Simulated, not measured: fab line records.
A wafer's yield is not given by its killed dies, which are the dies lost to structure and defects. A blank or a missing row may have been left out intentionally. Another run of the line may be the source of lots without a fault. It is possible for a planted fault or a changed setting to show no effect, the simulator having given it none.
Chamber matching | flow sfq_line | SFQ_TRILAYER_I3_DEP_PECVD_081 on pecvd-01: 3 sister chambers
The step deposits SiO2 from SiH4/N2O, time 111.11 s, target thk 500 nm. 14 wafers are shown with their chamber, then 7 later ones without.

== WAFERS WITH THEIR CHAMBER ==
wafer  | chamber | throttle_valve_pct (%) | chamber_pressure_Torr (Torr) | heater_power_w (W)
L277.1 | 0       | 27.8                   | 2.396                        | 69
L277.2 | 1       | 23.6                   | 2.392                        | 76
L277.6 | 0       | 28.1                   | 2.399                        | 74
L281.2 | 1       | 23.4                   | 2.400                        | 72
L281.4 | 1       | 23.4                   | 2.395                        | 76
L281.6 | 2       | 25.1                   | 2.405                        | 71
L293.3 | 0       | 28.0                   | 2.400                        | 72
L293.4 | 0       | 28.2                   | 2.402                        | 73
L293.6 | 1       | 23.6                   | 2.399                        | 79
L294.2 | 0       | 28.5                   | 2.393                        | 76
L294.4 | 1       | 23.5                   | 2.405                        | 72
L294.5 | 0       | 28.4                   | 2.402                        | 76
L295.4 | 2       | 25.0                   | 2.405                        | 71
L295.5 | 0       | 28.3                   | 2.400                        | 74

SIGNATURES (means of the wafers above)
reading               | chamber 0 | chamber 1 | chamber 2 | scatter within a chamber
throttle_valve_pct    | 28.186    | 23.500    | 25.050    | 0.189
chamber_pressure_Torr | 2.39886   | 2.39820   | 2.40500   | 0.00386
heater_power_w        | 73.43     | 75.00     | 71.00     | 2.55
Rule: distance of a wafer from a chamber = root of the sum over the readings of ((wafer's reading minus chamber's mean) / reading's scatter) squared. The wafer belongs to the nearest chamber; if the next one is less than 2 further off, it can't be placed. The scatter: take each reading less its chamber's mean, square it, sum over the shown wafers, divide by the number of wafers less the number of chambers, and take the root.

== WAFERS MISSING THEIR CHAMBER ==
wafer  | throttle_valve_pct (%) | chamber_pressure_Torr (Torr) | heater_power_w (W)
L295.6 | 23.5                   | 2.393                        | 76
L296.1 | 28.3                   | 2.406                        | 81
L296.2 | 23.8                   | 2.401                        | 78
L296.6 | 28.0                   | 2.412                        | 83
L299.4 | 23.5                   | 2.397                        | 81
L299.5 | 25.3                   | 2.399                        | 71
L299.6 | 28.0                   | 2.401                        | 77

== EACH ONE'S CHAMBER ==
wafer  | from the rows above | in truth
L295.6 | 1                   | 1
L296.1 | 0                   | 0
L296.2 | 1                   | 1
L296.6 | 0                   | 0
L299.4 | 1                   | 1
L299.5 | 2                   | 2
L299.6 | 0                   | 0
Correct placement for 7 of the 7. Can't be placed from these rows: 0. Placed wrongly: 0.
